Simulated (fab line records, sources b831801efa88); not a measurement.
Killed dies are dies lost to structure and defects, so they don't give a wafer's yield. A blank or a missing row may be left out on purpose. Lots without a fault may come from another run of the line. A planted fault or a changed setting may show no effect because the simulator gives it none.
Which tool did it? | flow sky130 | 11 lots, 33 wafers sampled, at 6 steps of a route of 708

WHAT THE GAUGES READ, wafer by wafer
SKY_POLY_GATE_THK_MEAS_01.
lot  | measured     | on            | POLY_GATE_CVD_00_THK (nm)
L630 | day 13 23:26 | film_metro-03 | 177.9 177.1 178.2
L632 | day 14 18:59 | film_metro-01 | 178.2 180.7 180.6
L634 | day 15 15:38 | film_metro-03 | 179.4 179.8 180.4
L635 | day 15 20:37 | film_metro-03 | 179.4 178.7 179.1
L636 | day 16 11:40 | film_metro-01 | 178.7 178.4 178.4
L637 | day 16 17:52 | film_metro-03 | 176.1 178.8 177.5
L640 | day 18 02:19 | film_metro-02 | 143.7 142.1 143.8
L641 | day 18 13:17 | film_metro-01 | 144.2 144.6 144.1
L650 | day 21 03:59 | film_metro-02 | 182.2 179.8 180.0
L652 | day 22 02:51 | film_metro-03 | 180.7 181.6 180.9
L653 | day 22 04:04 | film_metro-02 | 179.8 179.8 179.9

SKY_LDD_HVN_OVL_MEAS_07.
lot  | measured     | on         | LDD_HVN_OVL (nm)
L630 | day 20 09:44 | overlay-01 | -0.2 1.3 0.1
L632 | day 21 04:59 | overlay-02 | 4.3 1.8 3.7
L634 | day 22 01:09 | overlay-02 | -0.6 -3.2 -2.3
L635 | day 22 08:26 | overlay-01 | -1.1 1.0 -1.3
L636 | day 23 01:17 | overlay-02 | 1.4 1.6 0.9
L637 | day 23 07:05 | overlay-01 | -0.4 -0.1 0.5
L640 | day 24 14:47 | overlay-02 | 0.9 -0.2 -0.4
L641 | day 25 01:12 | overlay-02 | -0.8 0.3 0.6
L650 | day 27 13:32 | overlay-01 | -0.3 -0.1 -1.2
L652 | day 28 12:05 | overlay-02 | 2.2 0.9 0.4
L653 | day 28 14:44 | overlay-01 | 2.1 0.6 0.8

SKY_SD_N_RS_MEAS_17: measures by four-point-probe.
lot  | measured     | on            | SD_P_RS (ohm/sq)
L630 | day 28 00:07 | film_metro-01 | 147.0 146.9 146.8
L632 | day 28 16:38 | film_metro-03 | 147.7 147.7 147.5
L634 | day 29 12:52 | film_metro-03 | 147.5 147.2 147.4
L635 | day 29 17:24 | film_metro-01 | 147.1 147.1 147.2
L636 | day 30 10:59 | film_metro-01 | 147.3 147.5 147.2
L637 | day 30 16:27 | film_metro-03 | 146.9 147.0 146.8
L640 | day 31 19:53 | film_metro-01 | 147.0 147.5 147.4
L641 | day 32 08:37 | film_metro-02 | 147.2 146.9 147.0
L650 | day 34 14:34 | film_metro-03 | 147.0 147.1 147.0
L652 | day 35 11:47 | film_metro-02 | 146.6 146.2 147.3
L653 | day 35 13:42 | film_metro-03 | 146.8 147.2 147.2

SKY_CONTACT_OVL_MEAS_15.
lot  | measured     | on         | CONTACT_OVL (nm)
L630 | day 31 17:33 | overlay-01 | 0 -2 -4
L632 | day 32 06:34 | overlay-02 | -1 4 6
L634 | day 33 03:00 | overlay-02 | 1 2 3
L635 | day 33 07:41 | overlay-02 | -3 -1 -6
L636 | day 33 23:59 | overlay-01 | -3 0 3
L637 | day 34 05:13 | overlay-01 | 2 -4 -3
L640 | day 35 07:13 | overlay-02 | -13 -14 -5
L641 | day 35 20:58 | overlay-02 | -5 1 5
L650 | day 38 00:28 | overlay-02 | 3 -3 5
L652 | day 38 20:52 | overlay-01 | 1 -6 -6
L653 | day 38 22:03 | overlay-02 | -1 -2 0

WHICH TOOL RAN EACH LOT (tool, then ch and the chambers of the sampled wafers, then the start)
lot  | SKY_POLY_GATE_CVD_00        | SKY_POLY_GATE_ETCH_17
L630 | lpcvd-01 ch 1, day 13 22:13 | rie_si-02 ch 0,2,3, day 16 08:19
L632 | lpcvd-01 ch 1, day 14 17:47 | rie_si-02 ch 1,2, day 17 05:56
L634 | lpcvd-01 ch 1, day 15 14:25 | rie_si-01 ch 0,3, day 18 02:56
L635 | lpcvd-01 ch 0, day 15 19:25 | rie_si-02 ch 0,2, day 18 10:16
L636 | lpcvd-01 ch 1, day 16 09:52 | rie_si-02 ch 0,3, day 18 23:55
L637 | lpcvd-01 ch 0, day 16 16:40 | rie_si-02 ch 0,3, day 19 06:19
L640 | lpcvd-01 ch 0, day 18 01:07 | rie_si-01 ch 0,2,3, day 20 17:37
L641 | lpcvd-01 ch 0, day 18 12:04 | rie_si-02 ch 1,2,3, day 21 04:23
L650 | lpcvd-01 ch 1, day 21 02:46 | rie_si-01 ch 2,3, day 23 17:55
L652 | lpcvd-01 ch 1, day 22 01:39 | rie_si-01 ch 0,1,2, day 24 16:56
L653 | lpcvd-01 ch 0, day 22 02:51 | rie_si-02 ch 0,3, day 24 18:40
- SKY_POLY_GATE_CVD_00: deposits poly-Si, target thk 180 nm, time 720 s.
- SKY_POLY_GATE_ETCH_17: etches poly-Si in HBr/Cl2, stops on SiO2, target depth 180 nm, time 70.5 s.

WHAT THE TOOLS THEMSELVES READ (means of the sampled wafers that have a number; where no wafer has one, the mark that the record gives instead)
SKY_POLY_GATE_CVD_00.
lot  | tool     | spike_tc_bottom_C (C) | spike_tc_centre_C (C) | spike_tc_lower_C (C) | spike_tc_upper_C (C) | susceptor_temp_C (C) | zone_power_upper_pct (%)
L630 | lpcvd-01 | 642                   | 621.2                 | 618.7                | 618.5                | 619.96               | 9.86
L632 | lpcvd-01 | 642                   | 620.9                 | 618.2                | 618.8                | 620.31               | 9.95
L634 | lpcvd-01 | 642                   | 621.1                 | 618.2                | 619.6                | 619.85               | 9.98
L635 | lpcvd-01 | 635                   | 621.4                 | 620.9                | 618.7                | 620.04               | 9.74
L636 | lpcvd-01 | 642                   | 621.3                 | 620.8                | 618.5                | 620.06               | 9.85
L637 | lpcvd-01 | 635                   | 621.2                 | 621.7                | 618.2                | 620.09               | 9.69
L640 | lpcvd-01 | 626                   | 612.3                 | 612.5                | 608.8                | 610.91               | 9.46
L641 | lpcvd-01 | 626                   | 612.9                 | 611.8                | 608.3                | 610.84               | 9.36
L650 | lpcvd-01 | 642                   | 621.3                 | 619.4                | 618.9                | 620.02               | 9.82
L652 | lpcvd-01 | 642                   | 621.1                 | 619.4                | 618.5                | 619.81               | 9.94
L653 | lpcvd-01 | 634                   | 621.7                 | 621.0                | 619.8                | 619.64               | 9.74

SKY_POLY_GATE_ETCH_17.
lot  | tool      | chamber_pressure_mTorr (mTorr) | drypump_motor_current_A (A) | oes_product_au (a.u.) | rf_fwd_power_W (W) | throttle_valve_pct (%)
L630 | rie_si-02 | 9.998                          | 5.9                         | 0.972                 | 396.4              | 33.682
L632 | rie_si-02 | 10.004                         | 6.1                         | 0.977                 | 396.3              | 33.680
L634 | rie_si-01 | 9.994                          | 5.4                         | 0.980                 | 397.6              | 33.691
L635 | rie_si-02 | 10.011                         | 5.7                         | 0.974                 | 397.0              | 33.686
L636 | rie_si-02 | 10.000                         | 5.7                         | 0.974                 | 397.3              | 33.683
L637 | rie_si-02 | 10.004                         | 5.6                         | 0.967                 | 397.1              | 33.679
L640 | rie_si-01 | 10.033                         | 5.4                         | 0.838                 | 396.1              | 33.685
L641 | rie_si-02 | 9.998                          | 6.0                         | 0.841                 | 396.9              | 33.683
L650 | rie_si-01 | 9.997                          | 5.4                         | 0.981                 | 397.4              | 33.693
L652 | rie_si-01 | 10.008                         | 5.4                         | 0.982                 | 396.3              | 33.696
L653 | rie_si-02 | 10.000                         | 5.6                         | 0.976                 | 397.6              | 33.692

THE ANSWER, worked out from the rows above alone
Rule: what is usual is taken from the lots themselves. Put in order of their means at a reading, lots are off if they are a third of the lots or fewer, leave a main group of 4 or more, and stand apart from it by a gap of 3 or more times the standard deviation of the main group's means; of several such gaps the widest counts. A main group whose means are all the same, to the digits that the tables above print for the reading, isn't used. A lot without any number at a reading at which 4 lots or more have one is off too. The other lots that the step has rows for count as sound. The gauges are gone through in route order, then the tools' own readings, and for those a lot's mean is taken as printed above. The first step at which some lot is off is used, and at that step the reading that is off furthest; a lot without a number counts as furthest.
Off: L640, L641, at SKY_POLY_GATE_THK_MEAS_01 (POLY_GATE_CVD_00_THK). The main group: mean 179.3 nm, standard deviation 1.2.
A tool fits if, at a process step before that reading, it ran every lot that is off, and no sound lot after the first of them. The gauges at SKY_POLY_GATE_THK_MEAS_01 aren't tried: what is off there is off at SKY_POLY_GATE_CVD_00 too, on other tools, and a gauge's error can't cause that. None of those tried fits.

WHAT THE SIMULATOR HAD PUT IN
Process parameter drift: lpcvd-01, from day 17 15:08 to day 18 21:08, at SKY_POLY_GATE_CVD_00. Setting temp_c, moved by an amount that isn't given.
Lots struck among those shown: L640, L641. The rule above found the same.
